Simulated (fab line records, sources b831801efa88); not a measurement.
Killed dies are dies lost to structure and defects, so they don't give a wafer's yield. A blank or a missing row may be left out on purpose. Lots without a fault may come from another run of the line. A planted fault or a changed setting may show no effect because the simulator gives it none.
A struck lot beside a sound one | flow sky130 | 18 steps out of a route of 708
Sound: wafers L550.1, L550.5, L550.6. Struck: wafers L557.4, L557.5. The cause comes at the end.
At each step with rows: each side's tool, then ch and its chambers, then its first start. Under that, the readings that differ: sound wafers | struck wafers | difference of the means | sigmas: that difference in standard deviations of wafers without a fault.
alike: readings whose means differ by less than 2 such deviations, and words and numbers that are the same on both sides. not compared: withheld readings, readings that some wafer has no value for, bounds like >300 that may hide the same value, and numbers for which the record gives no deviation and whose values overlap.
The two part at a step that has a row with sigmas, a row that says differs or no value, or rows on one side only. Numbers that don't overlap but have no deviation are shown without sigmas and don't part them. A reading that every wafer of one side lacks parts them only if that side has two wafers or more.

first, 1 step without rows for these wafers: SKY_VT_ADJUST_PCH_IMPLANT_08.
SKY_VT_ADJUST_PCH_STRIP_09: strips in O2/N2.
  sound on plasma_asher-01 ch 0,1, day 12 05:54; struck on plasma_asher-03 ch 1, day 14 10:49
  alike: drypump_motor_current_A, oes_product_au, strip_time_to_endpoint_s
  not compared: rf_hours_counter_h
SKY_VT_ADJUST_PCH_TW_MEAS_10:
  sound on film_metro-03, day 12 06:00; struck on film_metro-03, day 14 10:55
  alike: VT_ADJUST_PCH_TW
then, 7 steps without rows for these wafers: SKY_SONOS_TUNNEL_DEHYDRATE_00 (time 60 s); SKY_SONOS_TUNNEL_HMDS_01 (prime time 60 s); SKY_SONOS_TUNNEL_COAT_02 (resist thk 1140 nm); SKY_SONOS_TUNNEL_SOFTBAKE_03 (time 60 s); SKY_SONOS_TUNNEL_EXPOSE_04 (exposes mask TUNM, target cd 410 nm); SKY_SONOS_TUNNEL_PEB_05; SKY_SONOS_TUNNEL_DEVELOP_06 (develop time 60 s).
SKY_SONOS_TUNNEL_CD_MEAS_07: target cd 410 nm.
  sound on cd_sem-02, day 13 06:46; struck on cd_sem-02, day 15 13:25
  reading    | sound             | struck      | difference | sigmas
  cd_nm (nm) | 407.3 408.2 408.1 | 413.7 412.9 | +5.4       | +3
SKY_SONOS_TUNNEL_OVL_MEAS_08:
  sound on overlay-01, day 13 06:53; struck on overlay-02, day 15 13:30
  alike: SONOS_TUNNEL_OVL
SKY_SONOS_TUNNEL_IMPLANT_09:
  sound on implanter-03 ch 0, day 13 06:55; struck on implanter-03 ch 0, day 15 13:35
  reading            | sound            | struck    | difference | sigmas
  beam_on_s (s)      | 10.17 10.03 9.41 | 7.79 7.62 | -2.16      | -10
  faraday_current_uA | 5.55 5.62 5.94   | 7.24 7.40 | +1.62      | +13
then, 2 steps without rows for these wafers: SKY_SONOS_TUNNEL_WET_ETCH_10 (etches SiO2 in dHF, target depth 14 nm, time 280 s); SKY_SONOS_TUNNEL_STRIP_11 (strips in SPM, time 600 s).
SKY_SONOS_TUNNEL_TW_MEAS_12:
  sound on film_metro-03, day 13 07:20; struck on film_metro-04, day 15 13:59
  reading         | sound             | struck      | difference | sigmas
  SONOS_TUNNEL_TW | 196.2 196.7 197.0 | 184.7 182.7 | -12.9      | -12
then, 1 step without rows for these wafers: SKY_SONOS_TUNNEL_CLEAN_13 (cleans in dHF, time 20 s).
-- the record jumps here: 33 days lie between the struck wafers' starts before and after (it left off in module SONOS_TUNNEL and takes up again in module PAD_OPEN, whose first step shown is number 708 of the route) --
SKY_PAD_OPEN_PROBE_99:
  sound on prober-01, day 47 04:17; struck on prober-01, day 48 17:59
  reading                              | sound                   | struck          | difference | sigmas
  model.etest.sonos_uncharged.vt_v (V) | -0.3858 -0.4304 -0.4333 | -0.4973 -0.4509 | -0.0576    |
  alike: killed_at_M0_to_M3, killed_at_M4_up, killed_at_contacts, killed_at_front_end, killed_at_other, killed_dies, killed_open, killed_short
  not compared: model.etest.sonos_uncharged.r_on_ohm_um, model.etest.sonos_programmed.off_log10_a_um

WHERE THEY PART
First at SKY_SONOS_TUNNEL_CD_MEAS_07; last, within this record, at SKY_SONOS_TUNNEL_TW_MEAS_12. Later steps at which nothing parts them and some readings are alike: SKY_PAD_OPEN_PROBE_99.

WHY: what the simulator had put in
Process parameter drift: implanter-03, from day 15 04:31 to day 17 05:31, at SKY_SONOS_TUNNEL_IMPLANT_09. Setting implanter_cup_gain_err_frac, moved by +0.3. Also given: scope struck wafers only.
